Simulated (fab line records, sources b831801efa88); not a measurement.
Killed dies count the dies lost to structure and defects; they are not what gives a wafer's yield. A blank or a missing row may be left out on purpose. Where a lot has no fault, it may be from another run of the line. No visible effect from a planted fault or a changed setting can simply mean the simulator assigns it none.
A struck lot beside a sound one + flow sky130 + 26 out of 708 route steps
Sound: the wafers L272.2, L272.4, L272.5. The struck wafers were L281.2, L281.3, L281.4. The cause is named last.
Order at every step that has rows: each side's tool, ch and its chambers, its first start. Under that, the readings that differ: sound wafers + struck wafers + difference of the means + sigmas: that difference in standard deviations of wafers without a fault.
alike: readings whose means differ by less than 2 such deviations, and words and numbers that are the same on both sides. not compared: withheld readings, readings that some wafer has no value for, bounds like >300 that may hide the same value, and numbers for which the record gives no deviation and whose values overlap.
A row with sigmas, a row that says differs or no value, or rows on one side alone: a step with any of these is where the two part. Numbers that have no deviation but don't overlap get no sigmas and don't part them. Lack of a reading on every wafer of one side parts them only where that side has two or more wafers.

first, 1 step without rows for these wafers: SKY_LDD_P_IMPLANT_09.
SKY_LDD_P_STRIP_10: strips in O2/N2.
  sound on plasma-asher-04 ch 0,1, day 21 04:54; struck on plasma-asher-01 ch 0,1, day 24 11:18
  alike: chamber-pressure-mTorr, drypump-motor-current-A, oes-product-au, strip-time-to-endpoint-s
  not compared: rf-hours-counter-h
SKY_LDD_P_TW_MEAS_11:
  struck on film-metro-02, day 24 11:25; sound on film-metro-02, day 21 05:01
  alike: LDD_P_TW
then, 7 steps without rows for these wafers: SKY_LDD_HVN_DEHYDRATE_00 (time 60 s); SKY_LDD_HVN_HMDS_01 (prime time 60 s); SKY_LDD_HVN_COAT_02 (resist thk 300 nm); SKY_LDD_HVN_SOFTBAKE_03 (time 60 s); SKY_LDD_HVN_EXPOSE_04 (exposes mask HVNTM, target cd 700 nm); SKY_LDD_HVN_PEB_05; SKY_LDD_HVN_DEVELOP_06 (develop time 60 s).
SKY_LDD_HVN_OVL_MEAS_07:
  struck on overlay-02, day 25 16:21; sound on overlay-02, day 22 09:12
| reading          | sound       | struck         | difference | sigmas |
|------------------|-------------|----------------|------------|--------|
| LDD_HVN_OVL (nm) | 1.0 1.8 1.4 | -2.6 -1.1 -1.6 | -3.2       | -2     |
after that, 1 step had no rows for these wafers: SKY_LDD_HVN_IMPLANT_08.
SKY_LDD_HVN_STRIP_09: strips in O2/N2.
  sound on plasma-asher-04 ch 0,1, day 22 09:23; struck on plasma-asher-01 ch 0,1, day 25 16:32
  no value came back on the struck wafers for chamber-pressure-mTorr (mTorr), drypump-motor-current-A (A), oes-product-au (a.u.), strip-time-to-endpoint-s (s); on the sound wafers chamber-pressure-mTorr (mTorr) reads 1497.7 1500.3 1498.9
| reading                                      | sound | struck            | difference | sigmas |
|----------------------------------------------|-------|-------------------|------------|--------|
| model.NOVOLAK_of_LDD_HVN_COAT_02.thk-nm (nm) | 0 0 0 | 299.4 298.4 298.4 | +298.7     |        |
  not compared: rf-hours-counter-h
SKY_LDD_HVN_TW_MEAS_10:
  struck on film-metro-02, day 25 16:38; sound on film-metro-03, day 22 09:29
  alike: LDD_HVN_TW
then, 7 steps without rows for these wafers: SKY_LDD_HVP_DEHYDRATE_00 (time 60 s); SKY_LDD_HVP_HMDS_01 (prime time 60 s); SKY_LDD_HVP_COAT_02 (resist thk 300 nm); SKY_LDD_HVP_SOFTBAKE_03 (time 60 s); SKY_LDD_HVP_EXPOSE_04 (exposes mask HVPTM, target cd 700 nm); SKY_LDD_HVP_PEB_05; SKY_LDD_HVP_DEVELOP_06 (develop time 60 s).
SKY_LDD_HVP_OVL_MEAS_07:
  struck on overlay-01, day 26 21:22; sound on overlay-02, day 23 14:52
  alike: LDD_HVP_OVL
after that, 1 step had no rows for these wafers: SKY_LDD_HVP_IMPLANT_08.
SKY_LDD_HVP_STRIP_09: strips in O2/N2.
  sound on plasma-asher-01 ch 0, day 23 15:03; struck on plasma-asher-02 ch 0,1, day 26 21:33
| reading                        | sound                | struck               | difference | sigmas      |
|--------------------------------|----------------------|----------------------|------------|-------------|
| chamber-pressure-mTorr (mTorr) | 1501.0 1502.8 1502.1 | 1499.6 1498.8 1499.3 | -2.7       | -2          |
| oes-product-au (a.u.)          | 0.410 0.419 0.407    | 0.600 0.601 0.599    | +0.188     | +42         |
| strip-time-to-endpoint-s (s)   | 4.120 4.135 4.124    | 8.934 8.921 8.916    | +4.797     | +99 or more |
  alike: drypump-motor-current-A
  not compared: rf-hours-counter-h
SKY_LDD_HVP_TW_MEAS_10:
  struck on film-metro-01, day 26 21:40; sound on film-metro-04, day 23 15:10
| reading    | sound             | struck         | difference | sigmas      |
|------------|-------------------|----------------|------------|-------------|
| LDD_HVP_TW | 456.6 455.9 460.2 | 29.9 30.0 30.0 | -427.6     | -99 or more |
then, 1 step without rows for these wafers: SKY_LDD_LDN_DEHYDRATE_00 (time 60 s).

== WHERE THEY PART ==
At SKY_LDD_HVN_OVL_MEAS_07 first; at SKY_LDD_HVP_TW_MEAS_10 last (within this record only).

WHY: what had been put in by the simulator
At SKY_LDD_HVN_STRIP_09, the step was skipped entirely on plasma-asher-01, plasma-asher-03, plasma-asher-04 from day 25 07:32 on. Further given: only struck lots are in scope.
